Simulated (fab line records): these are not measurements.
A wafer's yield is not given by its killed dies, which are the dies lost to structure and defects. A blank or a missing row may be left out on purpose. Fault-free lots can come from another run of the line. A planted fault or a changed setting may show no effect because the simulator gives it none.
What tool caused it? / flow gf180mcu / 13 lots, 39 wafers sampled, at 5 steps of a route of 602

WHAT THE GAUGES SHOWED, per wafer
GF_DNWELL_TW_MEAS_09. Usual: DNWELL_TW typically reads 1366, with standard deviation 18.
lot=L665; measured=day 2 19:38; on=film-metro-02; DNWELL_TW=1342 1338 1341; flag=
lot=L666; measured=day 3 02:32; on=film-metro-02; DNWELL_TW=1337 1335 1332; flag=
lot=L667; measured=day 3 09:37; on=film-metro-01; DNWELL_TW=1376 1372 1380; flag=
lot=L668; measured=day 3 11:31; on=film-metro-04; DNWELL_TW=1377 1380 1382; flag=
lot=L669; measured=day 3 17:11; on=film-metro-01; DNWELL_TW=1384 1378 1380; flag=
lot=L671; measured=day 4 02:10; on=film-metro-01; DNWELL_TW=1376 1376 1378; flag=
lot=L674; measured=day 4 18:16; on=film-metro-01; DNWELL_TW=1370 1367 1366; flag=
lot=L677; measured=day 5 09:40; on=film-metro-01; DNWELL_TW=1390 1376 1388; flag=
lot=L678; measured=day 5 16:15; on=film-metro-04; DNWELL_TW=1388 1392 1379; flag=
lot=L681; measured=day 6 08:20; on=film-metro-02; DNWELL_TW=1353 1351 1345; flag=
lot=L683; measured=day 6 18:11; on=film-metro-04; DNWELL_TW=1375 1384 1378; flag=
lot=L687; measured=day 7 15:12; on=film-metro-02; DNWELL_TW=1344 1350 1346; flag=
lot=L688; measured=day 7 21:10; on=film-metro-04; DNWELL_TW=1375 1381 1377; flag=

GF_LVPWELL_OVL_MEAS_07. Usual: LVPWELL_OVL typically reads 0.7 nm, with standard deviation 1.5.
lot=L665; measured=day 3 20:20; on=overlay-01; LVPWELL_OVL (nm)=0.5 -1.3 1.3; flag=
lot=L666; measured=day 4 04:38; on=overlay-02; LVPWELL_OVL (nm)=3.5 1.9 2.5; flag=
lot=L667; measured=day 4 11:44; on=overlay-02; LVPWELL_OVL (nm)=2.2 1.1 2.3; flag=
lot=L668; measured=day 4 14:50; on=overlay-01; LVPWELL_OVL (nm)=0.2 0.6 -1.4; flag=
lot=L669; measured=day 4 20:47; on=overlay-02; LVPWELL_OVL (nm)=-1.0 -0.3 -1.3; flag=
lot=L671; measured=day 5 06:10; on=overlay-02; LVPWELL_OVL (nm)=0.5 -0.8 -0.8; flag=
lot=L674; measured=day 5 22:50; on=overlay-01; LVPWELL_OVL (nm)=1.8 0.9 1.5; flag=
lot=L677; measured=day 6 15:46; on=overlay-02; LVPWELL_OVL (nm)=1.3 -0.4 -0.5; flag=
lot=L678; measured=day 6 22:57; on=overlay-01; LVPWELL_OVL (nm)=0.6 -1.1 0.1; flag=
lot=L681; measured=day 7 15:56; on=overlay-02; LVPWELL_OVL (nm)=2.0 1.2 2.3; flag=
lot=L683; measured=day 8 02:41; on=overlay-02; LVPWELL_OVL (nm)=0.8 -0.6 1.6; flag=
lot=L687; measured=day 9 00:05; on=overlay-02; LVPWELL_OVL (nm)=1.8 3.1 2.9; flag=
lot=L688; measured=day 9 07:16; on=overlay-02; LVPWELL_OVL (nm)=1.2 0.6 2.4; flag=

GF_HV_LDD_CD_MEAS_19: the cd target is 400 nm. Usual: cd-nm reads 399.6 nm (standard deviation 2).
lot=L665; measured=day 10 16:26; on=cd-sem-01; cd-nm (nm)=398.5 398.6 398.7; flag=
lot=L666; measured=day 11 06:47; on=cd-sem-01; cd-nm (nm)=399.3 398.6 398.9; flag=
lot=L667; measured=day 11 22:52; on=cd-sem-02; cd-nm (nm)=397.7 400.4 397.5; flag=
lot=L668; measured=day 12 00:20; on=cd-sem-02; cd-nm (nm)=398.4 399.7 398.7; flag=
lot=L669; measured=day 12 10:31; on=cd-sem-01; cd-nm (nm)=400.2 399.9 401.2; flag=
lot=L671; measured=day 12 23:07; on=cd-sem-02; cd-nm (nm)=400.6 400.6 399.0; flag=
lot=L674; measured=day 13 14:34; on=cd-sem-02; cd-nm (nm)=401.2 397.8 398.3; flag=
lot=L677; measured=day 14 12:37; on=cd-sem-01; cd-nm (nm)=398.3 398.2 396.9; flag=
lot=L678; measured=day 14 20:49; on=cd-sem-02; cd-nm (nm)=401.1 401.4 400.9; flag=
lot=L681; measured=day 15 21:00; on=cd-sem-02; cd-nm (nm)=401.7 401.9 400.0; flag=
lot=L683; measured=day 16 06:47; on=cd-sem-01; cd-nm (nm)=397.0 399.3 400.4; flag=
lot=L687; measured=day 17 13:54; on=cd-sem-02; cd-nm (nm)=398.7 398.9 397.8; flag=
lot=L688; measured=day 18 02:07; on=cd-sem-01; cd-nm (nm)=396.3 397.9 397.8; flag=

WHAT TOOL EACH LOT RAN ON (gives the tool, then ch and the chambers of the sampled wafers, and finally the start)
lot=L665; GF_VT_IMPLANT_COAT_35=litho-track-04 ch 0, day 7 02:55; GF_VT_IMPLANT_STRIP_42=plasma-asher-03 ch 0,1, day 7 10:58
lot=L666; GF_VT_IMPLANT_COAT_35=litho-track-02 ch 0, day 7 14:40; GF_VT_IMPLANT_STRIP_42=plasma-asher-03 ch 0,1, day 7 22:28
lot=L667; GF_VT_IMPLANT_COAT_35=litho-track-02 ch 0, day 7 22:59; GF_VT_IMPLANT_STRIP_42=plasma-asher-01 ch 0,1, day 8 07:36
lot=L668; GF_VT_IMPLANT_COAT_35=litho-track-04 ch 0, day 8 02:02; GF_VT_IMPLANT_STRIP_42=plasma-asher-04 ch 0,1, day 8 10:19
lot=L669; GF_VT_IMPLANT_COAT_35=litho-track-02 ch 0, day 8 09:35; GF_VT_IMPLANT_STRIP_42=plasma-asher-03 ch 0,1, day 8 18:31
lot=L671; GF_VT_IMPLANT_COAT_35=litho-track-03 ch 0, day 8 20:04; GF_VT_IMPLANT_STRIP_42=plasma-asher-01 ch 0,1, day 9 04:30
lot=L674; GF_VT_IMPLANT_COAT_35=litho-track-03 ch 0, day 9 14:34; GF_VT_IMPLANT_STRIP_42=plasma-asher-03 ch 0,1, day 9 22:53
lot=L677; GF_VT_IMPLANT_COAT_35=litho-track-03 ch 0, day 10 10:49; GF_VT_IMPLANT_STRIP_42=plasma-asher-04 ch 0,1, day 10 19:31
lot=L678; GF_VT_IMPLANT_COAT_35=litho-track-04 ch 0, day 10 18:47; GF_VT_IMPLANT_STRIP_42=plasma-asher-01 ch 0,1, day 11 04:00
lot=L681; GF_VT_IMPLANT_COAT_35=litho-track-02 ch 0, day 11 15:05; GF_VT_IMPLANT_STRIP_42=plasma-asher-03 ch 0,1, day 12 01:01
lot=L683; GF_VT_IMPLANT_COAT_35=litho-track-04 ch 0, day 12 01:34; GF_VT_IMPLANT_STRIP_42=plasma-asher-03 ch 0,1, day 12 11:22
lot=L687; GF_VT_IMPLANT_COAT_35=litho-track-02 ch 0, day 13 04:08; GF_VT_IMPLANT_STRIP_42=plasma-asher-01 ch 0,1, day 13 14:13
lot=L688; GF_VT_IMPLANT_COAT_35=litho-track-02 ch 0, day 13 12:23; GF_VT_IMPLANT_STRIP_42=plasma-asher-03 ch 0,1, day 13 23:52
- GF_VT_IMPLANT_COAT_35: resist thk 1000 nm.
- GF_VT_IMPLANT_STRIP_42: strips in O2/N2.

WHAT THE TOOLS THEMSELVES READ (means of the sampled wafers that have a number; where no wafer has one, the mark that the record gives instead)
GF_VT_IMPLANT_COAT_35. Usual: chill-plate-temp-C 23.01 C, standard deviation 0.1; exhaust-pa 44.9 Pa, standard deviation 0.94.
lot=L665; tool=litho-track-04; chill-plate-temp-C (C)=23.18; exhaust-pa (Pa)=44.4; flag=
lot=L666; tool=litho-track-02; chill-plate-temp-C (C)=22.98; exhaust-pa (Pa)=44.2; flag=
lot=L667; tool=litho-track-02; chill-plate-temp-C (C)=22.98; exhaust-pa (Pa)=45.4; flag=
lot=L668; tool=litho-track-04; chill-plate-temp-C (C)=23.05; exhaust-pa (Pa)=44.5; flag=
lot=L669; tool=litho-track-02; chill-plate-temp-C (C)=22.96; exhaust-pa (Pa)=43.8; flag=
lot=L671; tool=litho-track-03; chill-plate-temp-C (C)=23.00; exhaust-pa (Pa)=44.8; flag=
lot=L674; tool=litho-track-03; chill-plate-temp-C (C)=23.05; exhaust-pa (Pa)=44.8; flag=
lot=L677; tool=litho-track-03; chill-plate-temp-C (C)=23.10; exhaust-pa (Pa)=46.3; flag=
lot=L678; tool=litho-track-04; chill-plate-temp-C (C)=23.04; exhaust-pa (Pa)=46.1; flag=
lot=L681; tool=litho-track-02; chill-plate-temp-C (C)=22.87; exhaust-pa (Pa)=45.3; flag=
lot=L683; tool=litho-track-04; chill-plate-temp-C (C)=23.04; exhaust-pa (Pa)=45.0; flag=
lot=L687; tool=litho-track-02; chill-plate-temp-C (C)=23.19; exhaust-pa (Pa)=45.3; flag=
lot=L688; tool=litho-track-02; chill-plate-temp-C (C)=23.01; exhaust-pa (Pa)=45.4; flag=

GF_VT_IMPLANT_STRIP_42. Usual: drypump-motor-current-A 5.9 A, standard deviation 0.53; heater-power-w 331 W, standard deviation 29; o2-flow-sccm 3000 sccm, standard deviation 8.7; oes-product-au 0.716 a.u., standard deviation 0.0047; strip-time-to-endpoint-s 12.64 s, standard deviation 0.035.
lot=L665; tool=plasma-asher-03; drypump-motor-current-A (A)=6.4; heater-power-w (W)=321; o2-flow-sccm (sccm)=3000; oes-product-au (a.u.)=0.717; strip-time-to-endpoint-s (s)=12.65; flag=
lot=L666; tool=plasma-asher-03; drypump-motor-current-A (A)=6.4; heater-power-w (W)=319; o2-flow-sccm (sccm)=3004; oes-product-au (a.u.)=0.712; strip-time-to-endpoint-s (s)=12.64; flag=
lot=L667; tool=plasma-asher-01; drypump-motor-current-A (A)=5.3; heater-power-w (W)=311; o2-flow-sccm (sccm)=2991; oes-product-au (a.u.)=0.717; strip-time-to-endpoint-s (s)=12.61; flag=
lot=L668; tool=plasma-asher-04; drypump-motor-current-A (A)=5.3; heater-power-w (W)=356; o2-flow-sccm (sccm)=2998; oes-product-au (a.u.)=0.719; strip-time-to-endpoint-s (s)=12.65; flag=
lot=L669; tool=plasma-asher-03; drypump-motor-current-A (A)=6.2; heater-power-w (W)=337; o2-flow-sccm (sccm)=2991; oes-product-au (a.u.)=0.716; strip-time-to-endpoint-s (s)=12.65; flag=
lot=L671; tool=plasma-asher-01; drypump-motor-current-A (A)=5.3; heater-power-w (W)=324; o2-flow-sccm (sccm)=3003; oes-product-au (a.u.)=0.719; strip-time-to-endpoint-s (s)=12.70; flag=
lot=L674; tool=plasma-asher-03; drypump-motor-current-A (A)=6.3; heater-power-w (W)=334; o2-flow-sccm (sccm)=3005; oes-product-au (a.u.)=0.713; strip-time-to-endpoint-s (s)=12.14; flag=OFF
lot=L677; tool=plasma-asher-04; drypump-motor-current-A (A)=5.4; heater-power-w (W)=339; o2-flow-sccm (sccm)=3004; oes-product-au (a.u.)=0.717; strip-time-to-endpoint-s (s)=12.15; flag=OFF
lot=L678; tool=plasma-asher-01; drypump-motor-current-A (A)=5.3; heater-power-w (W)=309; o2-flow-sccm (sccm)=2990; oes-product-au (a.u.)=0.718; strip-time-to-endpoint-s (s)=12.61; flag=
lot=L681; tool=plasma-asher-03; drypump-motor-current-A (A)=6.3; heater-power-w (W)=338; o2-flow-sccm (sccm)=2991; oes-product-au (a.u.)=0.720; strip-time-to-endpoint-s (s)=12.61; flag=
lot=L683; tool=plasma-asher-03; drypump-motor-current-A (A)=6.3; heater-power-w (W)=336; o2-flow-sccm (sccm)=3001; oes-product-au (a.u.)=0.719; strip-time-to-endpoint-s (s)=12.68; flag=
lot=L687; tool=plasma-asher-01; drypump-motor-current-A (A)=5.3; heater-power-w (W)=326; o2-flow-sccm (sccm)=3000; oes-product-au (a.u.)=0.718; strip-time-to-endpoint-s (s)=12.63; flag=
lot=L688; tool=plasma-asher-03; drypump-motor-current-A (A)=6.4; heater-power-w (W)=323; o2-flow-sccm (sccm)=3006; oes-product-au (a.u.)=0.716; strip-time-to-endpoint-s (s)=12.63; flag=

THE ANSWER, worked out from the rows above alone
Rule: a lot is off if the mean of its wafers that have a number lies more than 3 standard deviations from the usual mean. A lot without any number at a reading at which 4 lots or more have one is off too. The other lots that the step has rows for count as sound. First the gauges in route order, then the tools' own readings, where a lot's mean is used as printed above. At the first step where some lot is off, the reading lying furthest off is the one used; lots without a number count as furthest.
Off: L674, L677, at GF_VT_IMPLANT_STRIP_42 (strip-time-to-endpoint-s).
If a tool, at that step or one of the process steps before it, ran each lot that is off and ran no sound lot following the first of them, it fits. One fits: GF_VT_IMPLANT_COAT_35 on litho-track-03. Its last sound lot is L671 (day 8 20:04), its first lot that is off L674 (day 9 14:34): a fault that began between those two fits.

WHAT THE SIMULATOR HAD PUT IN
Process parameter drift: litho-track-03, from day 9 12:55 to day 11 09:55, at GF_VT_IMPLANT_COAT_35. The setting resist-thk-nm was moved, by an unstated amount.
Lots struck among those shown: L674, L677. This agrees with what the rule above found.
